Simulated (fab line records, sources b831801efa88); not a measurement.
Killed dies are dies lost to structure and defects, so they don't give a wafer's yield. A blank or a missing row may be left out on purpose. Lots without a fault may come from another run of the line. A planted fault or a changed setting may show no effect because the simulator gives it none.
Split-lot experiment | flow sfq_line | 5 lots, 27 wafers read, on a route of 325 steps

THE SPLIT
At SFQ_TRILAYER_L0_CAP_PECVD_011 (deposits SiO2 from SiH4/N2O, time 13.333 s, target thk 60 nm), the setting time_s was moved away from the recipe's 13.333 s on 6 of the 27 wafers read, by -46.8% to -18.4%. The other wafers ran this setting at the recipe's value.

FROM THE SPLIT TO THE READING: what the file shows between them, 3 steps
- SFQ_TRILAYER_L0_VIA_LITHO_COAT_018: resist thk 62 nm
- SFQ_TRILAYER_L0_VIA_LITHO_COAT_013: resist thk 650 nm
- SFQ_TRILAYER_L0_VIA_BARC_OPEN_VIA_ETCH_021: etches BARC in O2, target depth 125 nm, time 41.7 s

THE READING
oes_product_au, in a.u., at SFQ_TRILAYER_L0_VIA_ETCH_VIA_ETCH_016 (etches SiO2 in CHF3, stops on MoNx KI, target depth 80 nm). Fault-free wafers of this fab line usually give 0.846 a.u., standard deviation 0.0086 a.u..

wafer  | tool, chamber at the split | time_s as run, s | against the recipe | oes_product_au, a.u. | against lot-mates on the recipe
L074.1 | pecvd-02, 2                | 13.333           | recipe             | 0.832                | -
L074.2 | pecvd-02, 0                | 13.333           | recipe             | 0.840                | -
L074.3 | pecvd-02, 1                | 13.333           | recipe             | 0.845                | -
L074.4 | pecvd-02, 1                | 13.333           | recipe             | 0.849                | -
L074.5 | pecvd-02, 2                | 13.333           | recipe             | 0.851                | -
L074.6 | pecvd-02, 0                | 13.333           | recipe             | 0.844                | -
L076.1 | pecvd-03, 0                | 13.333           | recipe             | 0.839                | -
L076.2 | pecvd-03, 1                | 13.333           | recipe             | 0.855                | -
L076.5 | pecvd-03, 2                | 13.333           | recipe             | 0.858                | -
L078.1 | pecvd-02, 0                | 7.09             | -46.8%             | 0.631                | -0.223
L078.2 | pecvd-02, 1                | 13.333           | recipe             | 0.848                | -
L078.3 | pecvd-02, 2                | 7.09             | -46.8%             | 0.628                | -0.226
L078.4 | pecvd-02, 1                | 7.09             | -46.8%             | 0.638                | -0.216
L078.5 | pecvd-02, 0                | 13.333           | recipe             | 0.856                | -
L078.6 | pecvd-02, 2                | 13.333           | recipe             | 0.858                | -
L083.1 | pecvd-02, 1                | 13.333           | recipe             | 0.836                | -
L083.2 | pecvd-02, 0                | 13.333           | recipe             | 0.832                | -
L083.3 | pecvd-02, 2                | 10.88            | -18.4%             | 0.745                | -0.090
L083.4 | pecvd-02, 1                | 13.333           | recipe             | 0.837                | -
L083.5 | pecvd-02, 2                | 10.88            | -18.4%             | 0.750                | -0.085
L083.6 | pecvd-02, 0                | 10.88            | -18.4%             | 0.762                | -0.073
L084.1 | pecvd-03, 0                | 13.333           | recipe             | 0.844                | -
L084.2 | pecvd-03, 1                | 13.333           | recipe             | 0.849                | -
L084.3 | pecvd-03, 2                | 13.333           | recipe             | 0.843                | -
L084.4 | pecvd-03, 2                | 13.333           | recipe             | 0.837                | -
L084.5 | pecvd-03, 1                | 13.333           | recipe             | 0.867                | -
L084.6 | pecvd-03, 0                | 13.333           | recipe             | 0.848                | -

THE FIT
A straight line over all 27 wafers: oes_product_au changes by +0.00462 a.u. for each +1% of time_s; r = +0.99; the points scatter about the line by 0.0093 a.u..
The same after taking each lot's own level away (the mean of its wafers on the recipe; 27 wafers): +0.00471 a.u. for each +1%; r = +1.00; scatter 0.0072 a.u..
On that fit, the largest move of time_s shifts the reading by 0.22 a.u..
The lots' own levels span 0.8350 to 0.8540 a.u., that is 2.2 times the standard deviation above.
So the lot-to-lot level changes the slope little: the two slopes agree.
Check: with one of the wafers moved furthest among these (-46.8%) left out of the fit, the line predicts -0.219 a.u. for it against its lot-mates. It came out at -0.223 a.u. against them.

OTHER SPLITS ON THESE WAFERS
These wafers also went through other splits before the reading. Each is held against what the fit with the lots' levels taken away leaves over:
other split on the same wafers                | wafers away from the commonest value | r with oes_product_au (lot level and that fit taken away)
SFQ_TRILAYER_INCOMING_OXIDATION_002 ox_time_s | 21                                   | +0.00

THE WHOLE CHAIN: every reading that the file lists as answering this split, in the file's order
step                                  | what it does                                                 | reading                                                                                   | change (the file's fit)                  | r (the file's)
SFQ_TRILAYER_L0_CAP_PECVD_011         | deposits SiO2 from SiH4/N2O, time 13.333 s, target thk 60 nm | SiO2_of_TRILAYER_L0_CAP_PECVD_011.thk_nm (the simulator's own value, which no gauge read) | +0.602 nm for each +1% of the setting    | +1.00
SFQ_TRILAYER_L0_VIA_ETCH_VIA_ETCH_016 | etches SiO2 in CHF3, stops on MoNx KI, target depth 80 nm    | oes_product_au                                                                            | +0.0047 a.u. for each +1% of the setting | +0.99
SFQ_TRILAYER_L0_VIA_ETCH_VIA_ETCH_016 | etches SiO2 in CHF3, stops on MoNx KI, target depth 80 nm    | L0V.feature_depth_nm (the simulator's own value, which no gauge read)                     | +0.602 nm for each +1% of the setting    | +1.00

THE FILE'S OWN FIT
oes_product_au changes by +0.0047 a.u. for each +1% of time_s, r = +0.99.
